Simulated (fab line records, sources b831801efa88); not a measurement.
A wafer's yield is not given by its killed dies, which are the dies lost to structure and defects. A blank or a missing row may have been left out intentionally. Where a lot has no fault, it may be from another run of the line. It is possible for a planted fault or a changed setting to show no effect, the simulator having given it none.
Which tool was responsible? + flow sky130 + route of 708 steps, sampled at 1 step: 12 lots, 36 wafers

WHAT EACH GAUGE READ, for each wafer
SKY_VIA3_CD_MEAS_12: target cd 200 nm.
| lot  | measured     | on        | cd_nm (nm)        |
|------|--------------|-----------|-------------------|
| L649 | day 40 04:52 | cd_sem-01 | 198.3 198.0 198.5 |
| L650 | day 40 05:57 | cd_sem-01 | 198.9 196.8 197.9 |
| L658 | day 42 07:43 | cd_sem-01 | 199.5 199.3 198.4 |
| L662 | day 43 03:12 | cd_sem-01 | 200.6 200.3 201.4 |
| L663 | day 43 06:00 | cd_sem-02 | 199.9 201.3 198.9 |
| L664 | day 43 11:03 | cd_sem-02 | 199.3 201.9 200.2 |
| L666 | day 44 17:37 | cd_sem-02 | 199.3 199.5 200.3 |
| L667 | day 44 19:15 | cd_sem-01 | 198.3 198.4 200.3 |
| L668 | day 45 01:26 | cd_sem-02 | 199.8 200.8 199.5 |
| L670 | day 45 14:20 | cd_sem-02 | 201.9 202.2 202.0 |
| L671 | day 45 20:24 | cd_sem-01 | 200.2 198.9 200.2 |
| L672 | day 45 20:36 | cd_sem-02 | 199.9 199.3 198.9 |

WHAT TOOL EACH LOT RAN ON (gives the tool, then ch and the chambers of the sampled wafers, and finally the start)
No process step before these readings appears in the record.

WHAT THE TOOLS THEMSELVES READ (means of the sampled wafers that have a number; where no wafer has one, the mark that the record gives instead)
The record holds no such reading with a usual standard deviation.

THE ANSWER, worked out from the rows above alone
Rule: the lots themselves supply what counts as usual. The widest of any qualifying gaps counts: lots, ordered by their means at a reading, are off when they make up no more than a third of the lots, leave a main group of 4 or more, and stand apart from it by 3 or more times the standard deviation of that group's means. The tables above print the reading to a certain number of digits; a main group whose means all agree to those digits is not used. Also off: a lot with no number at a reading for which 4 or more lots have one. Any other lot the step has rows for is counted as sound. Order of review: gauges by route order, followed by the tools' own readings, for which a lot's mean as printed above is used. At the first step where some lot is off, the reading lying furthest off is the one used; lots without a number count as furthest.
None of the lots is off at any reading shown; this tells nothing.

WHAT HAD BEEN PUT IN BY THE SIMULATOR
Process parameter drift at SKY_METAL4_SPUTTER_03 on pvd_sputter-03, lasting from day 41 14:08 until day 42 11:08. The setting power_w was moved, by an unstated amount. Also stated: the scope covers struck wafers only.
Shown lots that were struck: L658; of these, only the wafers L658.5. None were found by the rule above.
